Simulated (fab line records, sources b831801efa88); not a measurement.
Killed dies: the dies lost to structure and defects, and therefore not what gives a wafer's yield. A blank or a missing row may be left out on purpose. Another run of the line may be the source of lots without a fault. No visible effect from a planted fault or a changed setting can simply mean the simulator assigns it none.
One fault seen from 2 desks	flow sfq-line	each desk holds nothing but its own numbers, with what lay behind them at the end

## THE TOOL OWNER'S DESK: pvd-sputter-05
The tool's own readings at SFQ_TRILAYER_L0_DEP_SPUTTER_003 (material MoNx KI, target thk 40 nm, time 100 s): means of the sampled wafers that have a number, for each lot that ran on this tool. Marked OUT: a lot whose mean sits more than 4 standard deviations from the usual mean, which makes it out of limits; the brackets give that distance.
Columns: A = throttle-valve-pct at SFQ_TRILAYER_L0_DEP_SPUTTER_003, usual 29.8 %
lot	first seen here	A
L915	day 2 13:29	29.7
L922	day 4 00:29	29.3
L932	day 6 02:29	30.1
L933	day 6 07:29	29.9
This desk's verdict: no lot among the 4 shows anything out of limits.

## FROM THE METROLOGY DESK
Means of the sampled wafers that have a number, per lot and without regard to the tool the lot ran on: this is what the gauges read. Marked OUT: a lot whose mean sits more than 4 standard deviations from the usual mean, which makes it out of limits; the brackets give that distance.
Columns: A = L0_MONX_KI_RS at SFQ_L0_RS_MEAS_901, usual 43.5 ohm/sq; B = L0_MONX_KI_THK at SFQ_L0_THK_MEAS_902, usual 39.6 nm
lot	first seen here	A	B
L910	day 1 12:36	43.9	39.1
L911	day 1 17:36	43.1	39.7
L912	day 1 22:34	43.8	39.1
L913	day 2 03:34	43.3	39.9
L914	day 2 08:34	43.2	40.1
L915	day 2 13:35	43.8	39.3
L919	day 3 09:34	43.6	39.6
L921	day 3 19:34	43.3	39.7
L922	day 4 00:36	43.5	39.7
L924	day 4 10:35	43.8	39.2
L928	day 5 06:35	43.1	40.1
L930	day 5 16:34	42.9	40.0
L932	day 6 02:34	61.7 (+49) OUT	32.4 (-19) OUT
L933	day 6 07:34	71.2 (+75) OUT	28.2 (-30) OUT
This desk reports L932, L933 out of limits; the earliest was L932 at day 6 02:34 (L0_MONX_KI_RS at SFQ_L0_RS_MEAS_901). L910, L911, L912, L913, L914, L915, L919, L921, L922, L924, L928, L930 stayed within limits.

## ALL TOGETHER
L932, L933 would have let the metrology desk raise an alarm at day 6 02:34.
The tool owner's desk saw nothing out of limits.
Tool owner's desk: L932, L933 on record, inside its limits.
The lots listed all ran SFQ_TRILAYER_L0_DEP_SPUTTER_003 on pvd-sputter-05.

## WHAT THE SIMULATOR HAD PUT IN
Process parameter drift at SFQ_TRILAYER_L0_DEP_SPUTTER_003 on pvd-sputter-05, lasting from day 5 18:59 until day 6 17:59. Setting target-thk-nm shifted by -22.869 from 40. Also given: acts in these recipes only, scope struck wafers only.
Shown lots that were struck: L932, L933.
Time in hours between the start of the fault and the first out-of-limits reading at each desk: metrology desk, 8.
